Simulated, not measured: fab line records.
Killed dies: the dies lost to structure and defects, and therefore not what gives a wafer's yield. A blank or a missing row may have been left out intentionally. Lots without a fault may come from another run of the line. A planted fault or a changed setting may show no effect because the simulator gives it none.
Problem report in the 8D (eight disciplines) form, filled by code	flow gf180mcu	the parts of the form that need people (team, actions taken, sign-off) are left out

1. THE ISSUE
beam_energy_keV at GF_DNWELL_IMPLANT_07 reads a mean of 1333.1 on 6 wafers of 2 lots; wafers without a fault read 1500.1 with a standard deviation of 0.47. So: -99 or more standard deviations from the usual mean.
The first sign was on wafer L605.2 at day 4 06:32, on implanter-02. At this step, 42 wafers from 14 lots have a number in the record. Rule for "out" (also "out of limits"): further than 4 standard deviations from the usual mean. The rest of the wafers with a number are treated as sound.

2. WHAT IT IS; WHAT IT IS NOT
question	is	is not
which readings at this step	beam_energy_keV	-
which lots	L605, L608	L599, L600, L603, L604, L609, L612, L615, L616, L617, L618, L620, L621
which wafers of those lots	all that have a number	-
read on which tools	implanter-02	implanter-01, implanter-03
when	from day 4 06:32	up to then (12 sound wafers); but 24 sound wafers of L609, L612, L615, L616, L617, L618, L620, L621 came after

3. SUSPECTS, AND WHAT RULES EACH OUT
Counting: a tool at any process step up to the reading remains a suspect when it ran all the lots that are out and ran no sound lot after the first of those.
- implanter-02 at GF_DNWELL_IMPLANT_07: kept. It processed each lot that is out, first L605 at day 4 06:32, and no sound lot thereafter; up to then, the last sound lot it processed was L604 at day 4 01:38. Its own beam_energy_keV readings are out on those wafers.
Left after counting: implanter-02 at GF_DNWELL_IMPLANT_07.

4. THE CAUSE (what the simulator had put in)
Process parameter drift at GF_DNWELL_IMPLANT_07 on implanter-02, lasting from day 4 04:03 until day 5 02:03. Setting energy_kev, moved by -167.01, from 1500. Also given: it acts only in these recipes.
This tool alone remained once counting was done.

5. SEQUENCE OF EFFECTS, ordered by route
Each row: a reading whose mean over the struck wafers that have a number lies more than 3 standard deviations from the usual. Scope: only readings with a usual standard deviation given in the record; hours: median across lots of the time from each lot's start at the first step in this table that gives one to its start at this step; sigmas: change in usual standard deviations.
hours	step	reading	usual	on struck wafers	change	sigmas
0	GF_DNWELL_IMPLANT_07	beam_energy_keV	1500.1	1333.1	-167.0	-99 or more
Here are the process steps it includes:
- GF_DNWELL_IMPLANT_07
Later measuring or inspecting steps at which every struck wafer that the step has a row for has a number for every such reading, and none has moved that far: GF_MVPSD_TW_MEAS_11.

6. WHAT WOULD HAVE CAUGHT IT SOONER
In this record no reading fell out of limits until day 4 06:32, 2 hours after the fault had begun at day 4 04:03.
